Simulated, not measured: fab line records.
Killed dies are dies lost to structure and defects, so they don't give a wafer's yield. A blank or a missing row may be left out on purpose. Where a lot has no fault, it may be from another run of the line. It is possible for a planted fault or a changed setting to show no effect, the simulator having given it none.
Which tool did it? / flow gf180mcu / 14 lots, 42 wafers sampled, at 4 steps of a route of 602

WHAT EACH GAUGE READ, for each wafer
GF_M2_CD_MEAS_14: the cd target is 280 nm.
lot=L227; measured=day 19 09:36; on=cd_sem-01; cd_nm (nm)=281.4 280.2 281.1
lot=L228; measured=day 19 11:22; on=cd_sem-02; cd_nm (nm)=279.8 279.9 280.3
lot=L229; measured=day 19 21:14; on=cd_sem-01; cd_nm (nm)=280.4 280.0 280.0
lot=L230; measured=day 20 08:25; on=cd_sem-01; cd_nm (nm)=280.0 279.5 280.9
lot=L234; measured=day 21 17:41; on=cd_sem-02; cd_nm (nm)=278.5 279.2 279.3
lot=L233; measured=day 21 20:20; on=cd_sem-02; cd_nm (nm)=- - -
lot=L235; measured=day 21 22:42; on=cd_sem-02; cd_nm (nm)=- - -
lot=L236; measured=day 22 13:38; on=cd_sem-02; cd_nm (nm)=278.0 278.8 277.8
lot=L244; measured=day 25 02:56; on=cd_sem-01; cd_nm (nm)=279.5 280.9 281.3
lot=L245; measured=day 25 13:38; on=cd_sem-01; cd_nm (nm)=280.2 278.6 280.9
lot=L246; measured=day 25 20:47; on=cd_sem-01; cd_nm (nm)=281.0 282.1 281.0
lot=L247; measured=day 26 00:20; on=cd_sem-02; cd_nm (nm)=280.3 280.0 279.9
lot=L248; measured=day 26 08:52; on=cd_sem-01; cd_nm (nm)=278.5 277.9 278.3
lot=L249; measured=day 26 16:36; on=cd_sem-02; cd_nm (nm)=279.8 279.5 280.5

TOOL THAT RAN EACH LOT (tool first, then ch and the chambers of the sampled wafers, then the start)
lot=L227; GF_CONTACT_SPUTTER_23=pvd_sputter-01, day 16 09:37; GF_M2_SPUTTER_01=pvd_sputter-03, day 18 10:23; GF_M2_EXPOSE_11=krf_scanner-02 ch 0, day 18 22:20
lot=L228; GF_CONTACT_SPUTTER_23=pvd_sputter-03, day 16 11:49; GF_M2_SPUTTER_01=pvd_sputter-02, day 18 11:39; GF_M2_EXPOSE_11=krf_scanner-02 ch 0, day 19 00:04
lot=L229; GF_CONTACT_SPUTTER_23=pvd_sputter-01, day 16 19:44; GF_M2_SPUTTER_01=pvd_sputter-02, day 18 20:54; GF_M2_EXPOSE_11=krf_scanner-01 ch 0, day 19 08:43
lot=L230; GF_CONTACT_SPUTTER_23=pvd_sputter-01, day 17 06:25; GF_M2_SPUTTER_01=pvd_sputter-04, day 19 07:43; GF_M2_EXPOSE_11=krf_scanner-02 ch 0, day 19 20:22
lot=L234; GF_CONTACT_SPUTTER_23=pvd_sputter-01, day 18 14:05; GF_M2_SPUTTER_01=pvd_sputter-03, day 20 17:44; GF_M2_EXPOSE_11=krf_scanner-02 ch 0, day 21 05:44
lot=L233; GF_CONTACT_SPUTTER_23=pvd_sputter-02, day 18 16:37; GF_M2_SPUTTER_01=pvd_sputter-02, day 20 20:24; GF_M2_EXPOSE_11=krf_scanner-01, day 21 08:19
lot=L235; GF_CONTACT_SPUTTER_23=pvd_sputter-03, day 18 19:43; GF_M2_SPUTTER_01=pvd_sputter-04, day 20 22:47; GF_M2_EXPOSE_11=krf_scanner-01, day 21 10:41
lot=L236; GF_CONTACT_SPUTTER_23=pvd_sputter-01, day 19 09:50; GF_M2_SPUTTER_01=pvd_sputter-04, day 21 14:01; GF_M2_EXPOSE_11=krf_scanner-02 ch 0, day 22 01:56
lot=L244; GF_CONTACT_SPUTTER_23=pvd_sputter-01, day 22 04:11; GF_M2_SPUTTER_01=pvd_sputter-02, day 24 04:47; GF_M2_EXPOSE_11=krf_scanner-02 ch 0, day 24 15:59
lot=L245; GF_CONTACT_SPUTTER_23=pvd_sputter-02, day 22 15:40; GF_M2_SPUTTER_01=pvd_sputter-04, day 24 16:41; GF_M2_EXPOSE_11=krf_scanner-02 ch 0, day 25 03:36
lot=L246; GF_CONTACT_SPUTTER_23=pvd_sputter-02, day 22 22:15; GF_M2_SPUTTER_01=pvd_sputter-03, day 24 22:56; GF_M2_EXPOSE_11=krf_scanner-02 ch 0, day 25 09:26
lot=L247; GF_CONTACT_SPUTTER_23=pvd_sputter-02, day 23 03:22; GF_M2_SPUTTER_01=pvd_sputter-02, day 25 03:35; GF_M2_EXPOSE_11=krf_scanner-01 ch 0, day 25 14:04
lot=L248; GF_CONTACT_SPUTTER_23=pvd_sputter-02, day 23 11:43; GF_M2_SPUTTER_01=pvd_sputter-03, day 25 12:11; GF_M2_EXPOSE_11=krf_scanner-01 ch 0, day 25 22:49
lot=L249; GF_CONTACT_SPUTTER_23=pvd_sputter-03, day 23 20:15; GF_M2_SPUTTER_01=pvd_sputter-03, day 25 20:03; GF_M2_EXPOSE_11=krf_scanner-02 ch 0, day 26 06:34
- GF_CONTACT_SPUTTER_23: material TiN, target thk 10 nm, time 40 s.
- GF_M2_SPUTTER_01: material TiN, target thk 30 nm, time 25 s.
- GF_M2_EXPOSE_11: exposes mask Metal2, target cd 280 nm.

AS READ BY THE TOOLS THEMSELVES (means over the sampled wafers that have a number; for cases with no such wafer, the mark the record gives instead)
GF_CONTACT_SPUTTER_23.
lot=L227; tool=pvd_sputter-01; throttle_valve_pct (%)=31.0
lot=L228; tool=pvd_sputter-03; throttle_valve_pct (%)=30.6
lot=L229; tool=pvd_sputter-01; throttle_valve_pct (%)=29.9
lot=L230; tool=pvd_sputter-01; throttle_valve_pct (%)=29.4
lot=L234; tool=pvd_sputter-01; throttle_valve_pct (%)=30.1
lot=L233; tool=pvd_sputter-02; throttle_valve_pct (%)=29.1
lot=L235; tool=pvd_sputter-03; throttle_valve_pct (%)=29.7
lot=L236; tool=pvd_sputter-01; throttle_valve_pct (%)=31.1
lot=L244; tool=pvd_sputter-01; throttle_valve_pct (%)=29.8
lot=L245; tool=pvd_sputter-02; throttle_valve_pct (%)=29.7
lot=L246; tool=pvd_sputter-02; throttle_valve_pct (%)=29.9
lot=L247; tool=pvd_sputter-02; throttle_valve_pct (%)=30.0
lot=L248; tool=pvd_sputter-02; throttle_valve_pct (%)=30.0
lot=L249; tool=pvd_sputter-03; throttle_valve_pct (%)=29.8

GF_M2_SPUTTER_01.
lot=L227; tool=pvd_sputter-03; throttle_valve_pct (%)=30.3
lot=L228; tool=pvd_sputter-02; throttle_valve_pct (%)=29.4
lot=L229; tool=pvd_sputter-02; throttle_valve_pct (%)=29.2
lot=L230; tool=pvd_sputter-04; throttle_valve_pct (%)=30.4
lot=L234; tool=pvd_sputter-03; throttle_valve_pct (%)=29.7
lot=L233; tool=pvd_sputter-02; throttle_valve_pct (%)=29.4
lot=L235; tool=pvd_sputter-04; throttle_valve_pct (%)=30.7
lot=L236; tool=pvd_sputter-04; throttle_valve_pct (%)=30.7
lot=L244; tool=pvd_sputter-02; throttle_valve_pct (%)=29.9
lot=L245; tool=pvd_sputter-04; throttle_valve_pct (%)=30.7
lot=L246; tool=pvd_sputter-03; throttle_valve_pct (%)=29.7
lot=L247; tool=pvd_sputter-02; throttle_valve_pct (%)=30.0
lot=L248; tool=pvd_sputter-03; throttle_valve_pct (%)=30.3
lot=L249; tool=pvd_sputter-03; throttle_valve_pct (%)=29.8

GF_M2_EXPOSE_11.
lot=L227; tool=krf_scanner-02; exposure_dose_mJ_cm2=27.968; focus_offset_nm (nm)=-0.8; reticle_temp_C (C)=23.12
lot=L228; tool=krf_scanner-02; exposure_dose_mJ_cm2=27.935; focus_offset_nm (nm)=0.4; reticle_temp_C (C)=22.94
lot=L229; tool=krf_scanner-01; exposure_dose_mJ_cm2=27.954; focus_offset_nm (nm)=0.3; reticle_temp_C (C)=22.93
lot=L230; tool=krf_scanner-02; exposure_dose_mJ_cm2=27.935; focus_offset_nm (nm)=0.4; reticle_temp_C (C)=23.03
lot=L234; tool=krf_scanner-02; exposure_dose_mJ_cm2=27.911; focus_offset_nm (nm)=0.2; reticle_temp_C (C)=22.95
lot=L233; tool=krf_scanner-01; exposure_dose_mJ_cm2=-; focus_offset_nm (nm)=-; reticle_temp_C (C)=-
lot=L235; tool=krf_scanner-01; exposure_dose_mJ_cm2=-; focus_offset_nm (nm)=-; reticle_temp_C (C)=-
lot=L236; tool=krf_scanner-02; exposure_dose_mJ_cm2=28.001; focus_offset_nm (nm)=-0.2; reticle_temp_C (C)=23.06
lot=L244; tool=krf_scanner-02; exposure_dose_mJ_cm2=27.977; focus_offset_nm (nm)=0.3; reticle_temp_C (C)=22.86
lot=L245; tool=krf_scanner-02; exposure_dose_mJ_cm2=27.946; focus_offset_nm (nm)=0.5; reticle_temp_C (C)=22.91
lot=L246; tool=krf_scanner-02; exposure_dose_mJ_cm2=27.968; focus_offset_nm (nm)=0.4; reticle_temp_C (C)=23.08
lot=L247; tool=krf_scanner-01; exposure_dose_mJ_cm2=27.962; focus_offset_nm (nm)=-0.1; reticle_temp_C (C)=23.01
lot=L248; tool=krf_scanner-01; exposure_dose_mJ_cm2=27.944; focus_offset_nm (nm)=-0.2; reticle_temp_C (C)=22.90
lot=L249; tool=krf_scanner-02; exposure_dose_mJ_cm2=27.950; focus_offset_nm (nm)=0.1; reticle_temp_C (C)=22.95

THE ANSWER, worked out from the rows above alone
Rule: the lots themselves supply what counts as usual. Put in order of their means at a reading, lots are off if they are a third of the lots or fewer, leave a main group of 4 or more, and stand apart from it by a gap of 3 or more times the standard deviation of the main group's means; of several such gaps the widest counts. A main group is skipped when, at the precision printed for the reading in the tables above, its means are all equal. A lot without any number at a reading at which 4 lots or more have one is off too. All remaining lots with rows at the step are treated as sound. After the gauges, taken in route order, come the tools' own readings; for these a lot's mean is taken, as printed above. At the first step where some lot is off, the reading lying furthest off is the one used; lots without a number count as furthest.
Off, at GF_M2_CD_MEAS_14 on cd_nm: L233, L235. Without a number there: L233, L235. For the main group the mean is 279.9 nm and the standard deviation 0.92.
If a tool, at a process step before that reading, ran all the lots that are off and no sound lot after the first of them, it fits. The gauges at GF_M2_CD_MEAS_14 aren't tried: what is off there is off at GF_M2_EXPOSE_11 too, on other tools, and a gauge's error can't cause that. Not one of the candidates tried fits.

WHAT THE SIMULATOR HAD INSERTED
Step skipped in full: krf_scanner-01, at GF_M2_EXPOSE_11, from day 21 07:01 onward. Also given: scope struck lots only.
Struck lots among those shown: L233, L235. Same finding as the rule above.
